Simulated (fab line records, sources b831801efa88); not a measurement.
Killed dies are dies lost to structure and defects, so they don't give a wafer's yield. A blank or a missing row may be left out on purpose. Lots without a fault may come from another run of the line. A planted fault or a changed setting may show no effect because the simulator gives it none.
fab line records | flow sky130 | part 2 of 2: steps 42 to 42 of 42
record lots=7 wafers=18 last_day=49
route steps=708 shown SD_P@327 RES_XHIGH@332 SD_N@342 SALICIDE@361 LI_CONTACT@362 PAD_OPEN@708
lots that met no fault: from a run of the same line without faults
start_h: hours from the record's first day to the start of the lot's first wafer shown | wait_h: hours since the lot's step before | " the same as in the row above | L1.1+2: a row that stands for several wafers | - no value, or no start given | * or withheld: withheld | < > ~ a bound
route shown NAME@n: a module of which the file shows steps, and the number in the route of the first | usual: mean/standard deviation of fault-free wafers | same: alike in all rows | chamber/n: place in a boat | sites: the reading at each site | _std_site: their standard deviation | _edge_site: outer sites' mean less inner sites' | radius_mm: how far each site lies from the wafer's centre | mask NAME#n: copy n | behind: the tool/chamber that last shaped the wafer | hold: why the lot was held/for how many hours/how that ended | device: the transistor (n, p or np) that didn't switch | end of line: the same wafers' tests at the end of the route | a step without rows: its recipe alone | killed: dies lost to structure and defects at the first sort, not the wafer's yield | map: a wafer's dies, x killed, . not, _ none there
set.NAME: the setting as run; set.NAME@STEP: as run at that earlier step | model.NAME: the simulator's own value behind a step, which no gauge read
lots at some steps of the route; a table a step, a row a wafer
services: from which hour (start_h, from the record's first day; less than 0 if before it) a tool's chamber was out of use, for how many hours, and why
## steps
# step SKY_PAD_OPEN_PROBE_99
# usual killed_at_M0_to_M3=44/7.3 killed_at_M4_up=3.2/1.8 killed_at_contacts=24/5.4 killed_at_front_end=16/4.4 killed_at_other=0.3/0.48 killed_dies=86/9.5 killed_open=47/7.7 killed_short=39/6.4
# same gross_dies=492 killed_at_back_side=0
# columns lot.wafer tool chamber start_h wait_h killed_at_M0_to_M3 killed_at_M4_up killed_at_contacts killed_at_front_end killed_at_other killed_dies killed_open killed_short model.etest.res_xhigh_po.rs_ohm_sq_range
L258.1 prober-01 - 1059.75 0.1 49 4 29 10 0 92 48 44 147.6
L258.3 prober-01 - 1059.85 0.2 50 5 23 14 0 92 46 46 138.2
L258.5 prober-01 - 1059.95 0.2 48 3 26 15 0 92 57 35 121.4
L260.1 prober-02 - 1076.45 0.1 59 4 31 13 1 108 51 57 120.3
L260.2 prober-02 - 1076.50 0.1 40 7 17 17 0 81 49 32 106.8
L260.6 prober-02 - 1076.70 0.2 50 4 24 17 0 95 56 39 98.3
L265.1 prober-01 - 1109.21 0.1 37 2 20 18 0 77 39 38 47.48
L265.2 prober-01 - 1109.26 0.1 53 2 18 23 0 96 50 46 55.89
L265.6 prober-01 - 1109.46 0.2 38 7 24 19 0 88 48 40 59.08
L271.4 prober-01 - 1155.87 0.2 33 3 21 14 0 71 44 27 227.3
L271.6 prober-01 - 1155.97 0.2 39 5 25 15 0 84 51 33 142.8
L273.3 prober-02 - 1176.49 0.2 43 2 23 14 0 82 44 38 74.7
L273.4 prober-02 - 1176.54 0.2 46 4 26 12 0 88 57 31 217.1
L272.4 prober-02 - 1178.76 0.2 39 4 18 25 2 88 44 44 222.9
L272.5 prober-02 - 1178.81 0.2 44 1 19 12 0 76 33 43 230
L274.4 prober-01 - 1183.64 0.2 40 1 34 13 0 88 50 38 77.76
L274.5 prober-01 - 1183.69 0.2 35 1 24 7 0 67 36 31 83.21
L274.6 prober-01 - 1183.74 0.2 40 2 31 13 0 86 52 34 82.6
# killed by level:class
L258.1 CONTACT:geometric_particle:open=12 VIA2:geometric_particle:open=9 CONTACT:geometric_particle:short=9 VIA1:geometric_particle:open=8 VIA3:geometric_particle:open=7 METAL2:geometric_particle:short=6 LI_CONTACT:geometric_particle:open=4 VIA1:geometric_particle:short=4
L258.3 VIA1:geometric_particle:open=14 CONTACT:geometric_particle:open=8 METAL2:geometric_particle:short=7 VIA1:geometric_particle:short=7 LOCAL_INTERCONNECT:geometric_particle:short=6 VIA2:geometric_particle:open=6 LI_CONTACT:geometric_particle:open=5 METAL1:geometric_particle:short=5
L258.5 VIA1:geometric_particle:open=13 LI_CONTACT:geometric_particle:open=10 CONTACT:geometric_particle:open=7 VIA1:geometric_particle:short=7 VIA2:geometric_particle:open=7 METAL2:geometric_particle:short=6 FIELD_ISO:geometric_particle:open=5 VIA3:geometric_particle:open=5
L260.1 VIA2:geometric_particle:short=11 CONTACT:geometric_particle:open=10 VIA1:geometric_particle:open=10 METAL1:geometric_particle:short=9 VIA2:geometric_particle:open=8 CONTACT:geometric_particle:short=7 VIA1:geometric_particle:short=6 LI_CONTACT:geometric_particle:short=5
L260.2 VIA1:geometric_particle:open=14 VIA2:geometric_particle:open=6 FIELD_ISO:geometric_particle:open=5 CONTACT:geometric_particle:open=5 VIA1:geometric_particle:short=5 POLY_GATE:geometric_particle:open=4 LI_CONTACT:geometric_particle:open=4 METAL1:geometric_particle:short=4
L260.6 VIA1:geometric_particle:open=17 CONTACT:geometric_particle:open=10 VIA3:geometric_particle:open=9 FIELD_ISO:geometric_particle:short=6 METAL1:geometric_particle:short=5 METAL2:geometric_particle:short=5 VIA2:geometric_particle:open=5 LI_CONTACT:geometric_particle:short=4
L265.1 CONTACT:geometric_particle:open=11 FIELD_ISO:geometric_particle:short=6 POLY_GATE:geometric_particle:short=6 VIA1:geometric_particle:open=6 METAL2:geometric_particle:short=6 VIA1:geometric_particle:short=5 VIA2:geometric_particle:open=5 METAL1:geometric_particle:short=5
L265.2 VIA2:geometric_particle:open=12 VIA1:geometric_particle:open=10 FIELD_ISO:geometric_particle:open=7 CONTACT:geometric_particle:open=7 METAL2:geometric_particle:short=7 FIELD_ISO:geometric_particle:short=5 VIA1:geometric_particle:short=5 VIA3:geometric_particle:open=5
L265.6 VIA1:geometric_particle:open=14 CONTACT:geometric_particle:open=8 FIELD_ISO:geometric_particle:open=7 VIA3:geometric_particle:short=7 LI_CONTACT:geometric_particle:open=5 LOCAL_INTERCONNECT:geometric_particle:short=5 METAL2:geometric_particle:short=5 FIELD_ISO:geometric_particle:short=4
L271.4 CONTACT:geometric_particle:open=9 VIA2:geometric_particle:open=7 VIA1:geometric_particle:open=6 FIELD_ISO:geometric_particle:open=5 LI_CONTACT:geometric_particle:open=5 VIA3:geometric_particle:open=5 POLY_CUT:geometric_particle:short=3 METAL3:geometric_particle:short=3
L271.6 CONTACT:geometric_particle:open=9 LI_CONTACT:geometric_particle:open=9 VIA2:geometric_particle:open=7 VIA1:geometric_particle:open=6 FIELD_ISO:geometric_particle:short=5 VIA3:geometric_particle:open=5 METAL1:geometric_particle:short=5 METAL2:geometric_particle:short=4
L273.3 LI_CONTACT:geometric_particle:open=9 VIA1:geometric_particle:open=9 METAL2:geometric_particle:short=6 FIELD_ISO:geometric_particle:open=5 LOCAL_INTERCONNECT:geometric_particle:short=5 CONTACT:geometric_particle:open=5 METAL1:geometric_particle:short=5 VIA1:geometric_particle:short=5
L273.4 VIA1:geometric_particle:open=17 CONTACT:geometric_particle:open=9 LI_CONTACT:geometric_particle:open=8 VIA3:geometric_particle:open=8 LI_CONTACT:geometric_particle:short=6 METAL1:geometric_particle:short=6 FIELD_ISO:geometric_particle:short=4 POLY_GATE:geometric_particle:open=4
L272.4 VIA1:geometric_particle:open=9 POLY_GATE:geometric_particle:short=7 FIELD_ISO:geometric_particle:open=6 CONTACT:geometric_particle:open=6 VIA3:geometric_particle:open=6 LI_CONTACT:geometric_particle:open=5 METAL2:geometric_particle:short=5 VIA1:geometric_particle:short=5
L272.5 CONTACT:geometric_particle:short=7 METAL1:geometric_particle:short=7 VIA1:geometric_particle:open=6 METAL2:geometric_particle:short=6 VIA3:geometric_particle:short=6 POLY_GATE:geometric_particle:open=5 FIELD_ISO:geometric_particle:short=4 LI_CONTACT:geometric_particle:open=4
L274.4 VIA1:geometric_particle:open=13 CONTACT:geometric_particle:open=12 LI_CONTACT:geometric_particle:open=7 LOCAL_INTERCONNECT:geometric_particle:short=7 CONTACT:geometric_particle:short=6 VIA3:geometric_particle:open=6 VIA1:geometric_particle:short=6 METAL2:geometric_particle:open=4
L274.5 CONTACT:geometric_particle:open=9 VIA1:geometric_particle:open=7 CONTACT:geometric_particle:short=6 VIA1:geometric_particle:short=6 VIA2:geometric_particle:open=6 LOCAL_INTERCONNECT:geometric_particle:short=5 VIA3:geometric_particle:open=4 METAL1:geometric_particle:short=3
L274.6 VIA1:geometric_particle:open=12 CONTACT:geometric_particle:open=11 LI_CONTACT:geometric_particle:open=7 CONTACT:geometric_particle:short=6 VIA1:geometric_particle:short=5 VIA2:geometric_particle:open=5 VIA3:geometric_particle:open=5 VIA2:geometric_particle:short=4
## services
# columns tool chamber start_h hours kind
cmp-02 - 573.13 3.7 pm
cmp-01 - 573.40 4.0 pm
plasma_asher-03 - 582.69 2.8 pm
plasma_asher-02 - 592.69 4.0 repair
plasma_asher-04 - 598.78 0.7 repair
cmp-02 - 605.79 4.8 pm
cmp-01 - 630.69 4.0 repair
cmp-02 - 635.96 1.0 repair
cmp-02 - 637.26 1.3 repair
implanter-04 - 643.89 3.8 pm
implanter-04 - 662.71 2.1 repair
implanter-04 - 664.83 3.1 pm
implanter-04 - 667.28 3.6 repair
cmp-01 - 680.11 12.6 repair
cmp-01 - 685.59 0.2 repair
implanter-04 - 694.34 8.8 repair
plasma_asher-01 - 697.61 1.4 repair
plasma_asher-01 - 733.75 9.0 pm
cmp-01 - 733.99 2.2 repair
plasma_asher-02 - 743.12 15.6 pm
cmp-02 - 744.00 4.0 pm
cmp-02 - 749.00 7.6 pm
cmp-02 - 765.43 1.1 repair
plasma_asher-01 - 780.32 0.9 repair
## key
first_sign none at tools or gauges
model_effect step=SKY_PAD_OPEN_PROBE_99 value=etest.res_xhigh_po.rs_ohm_sq_range without=89.09 struck=224.3
met_at SKY_RES_XHIGH_IMPLANT_07
struck_wafers L271.4,L272.4,L272.5,L273.4
tester_left_out L271,L272,L273
onset_between 616.58 732.66
fault kind=process_parameter_drift tool=implanter-04 chamber=- onset_h=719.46 steps=SKY_RES_XHIGH_IMPLANT_07 channel=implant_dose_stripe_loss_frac offset=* shape=step end_h=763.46 scope=struck_wafers_only
# tester_left_out: of these lots the tester's yield and bins aren't shown, on N5 and GAA mostly nor the transistor test; their killed dies are dies lost to structure and defects alone, not to doping, threshold or leakage, so they don't give the yield
